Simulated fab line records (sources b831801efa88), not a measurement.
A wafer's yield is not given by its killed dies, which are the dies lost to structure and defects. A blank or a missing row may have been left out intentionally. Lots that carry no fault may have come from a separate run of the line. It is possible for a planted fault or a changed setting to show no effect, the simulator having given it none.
Chamber matching + flow sky130 + cmp-01 running SKY_VIA4_CMP_02: 4 sister chambers
The step polishes SiO2. 4 wafers are shown with their chamber, then 7 later ones without.

== WAFERS PAIRED WITH THEIR CHAMBERS ==
| wafer  | chamber | motor current A (A) |
|--------|---------|---------------------|
| L642.1 | 3       | 11.3                |
| L642.6 | 2       | 9.3                 |
| L645.3 | 0       | 12.8                |
| L645.5 | 1       | 11.3                |

== WAFERS WHOSE CHAMBER IS MISSING ==
| wafer  | motor current A (A) |
|--------|---------------------|
| L645.6 | 13.5                |
| L647.1 | 9.0                 |
| L647.2 | 10.5                |
| L647.6 | 12.7                |
| L651.1 | 11.4                |
| L651.2 | 10.8                |
| L651.6 | 11.3                |

== CHAMBER TAKEN BY EACH ==
| wafer  | from the rows above          | in truth |
|--------|------------------------------|----------|
| L645.6 | 0                            | 0        |
| L647.1 | 2                            | 2        |
| L647.2 | can't be placed: 1 or 3 or 2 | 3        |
| L647.6 | 0                            | 0        |
| L651.1 | can't be placed: 1 or 3      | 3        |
| L651.2 | can't be placed: 1 or 3      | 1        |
| L651.6 | can't be placed: 1 or 3      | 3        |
3 of 7 placed correctly. These rows do not allow placing 4 (true chamber among the candidates in 4). Number placed wrongly: 0.
How it was worked out, from the rows above alone: a wafer's distance from a chamber is the root of the sum, over the readings, of the square of ((its reading less the chamber's mean) divided by the reading's scatter). The wafer belongs to the nearest chamber; if the next one is less than 2 further off, it can't be placed. The mean given for a chamber averages the wafers shown for that chamber. The scatter (one wafer shown for each chamber): square how far every hidden wafer sits from the nearest shown wafer, average those squares and take the square root.
